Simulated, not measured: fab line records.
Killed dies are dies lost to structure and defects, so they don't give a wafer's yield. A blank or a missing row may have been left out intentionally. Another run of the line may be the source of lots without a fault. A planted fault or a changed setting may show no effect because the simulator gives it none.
Matching of chambers / flow sfq line / cmp-02 running SFQ_TRILAYER_I0_CMP_CMP_028: 4 sister chambers
The step polishes SiO2. 4 wafers are shown with their chamber, then 7 later ones without.

WAFERS PAIRED WITH THEIR CHAMBERS
wafer=L903.6; chamber=0; motor current A (A)=9.1
wafer=L908.4; chamber=2; motor current A (A)=11.1
wafer=L911.2; chamber=3; motor current A (A)=11.0
wafer=L911.3; chamber=1; motor current A (A)=11.0

WAFERS MISSING THEIR CHAMBER
wafer=L911.5; motor current A (A)=11.3
wafer=L922.3; motor current A (A)=11.6
wafer=L922.4; motor current A (A)=10.5
wafer=L922.6; motor current A (A)=11.2
wafer=L924.3; motor current A (A)=10.5
wafer=L924.2; motor current A (A)=9.1
wafer=L924.5; motor current A (A)=10.5

WHICH CHAMBER EACH ONE RAN IN
wafer=L911.5; from the rows above=can't be placed: 2 or 1 or 3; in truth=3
wafer=L922.3; from the rows above=can't be placed: 2 or 1 or 3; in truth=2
wafer=L922.4; from the rows above=can't be placed: 1 or 3 or 2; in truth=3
wafer=L922.6; from the rows above=can't be placed: 2 or 1 or 3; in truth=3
wafer=L924.3; from the rows above=can't be placed: 1 or 3 or 2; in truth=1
wafer=L924.2; from the rows above=0; in truth=0
wafer=L924.5; from the rows above=can't be placed: 1 or 3 or 2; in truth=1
Correctly placed: 1 of 7. Can't be placed from these rows: 6 (the true chamber is among the candidates in 6). 0 placed wrongly.
How it was worked out, from the rows above alone: a wafer's distance from a chamber is the root of the sum, over the readings, of the square of ((its reading less the chamber's mean) divided by the reading's scatter). If the next closest chamber is less than 2 further off than the closest, the wafer can't be placed; otherwise it belongs to the closest. A chamber's mean is the mean of its shown wafers. The scatter: with one shown wafer a chamber, the root of the mean of the squares of how far each hidden wafer lies from its nearest shown one.
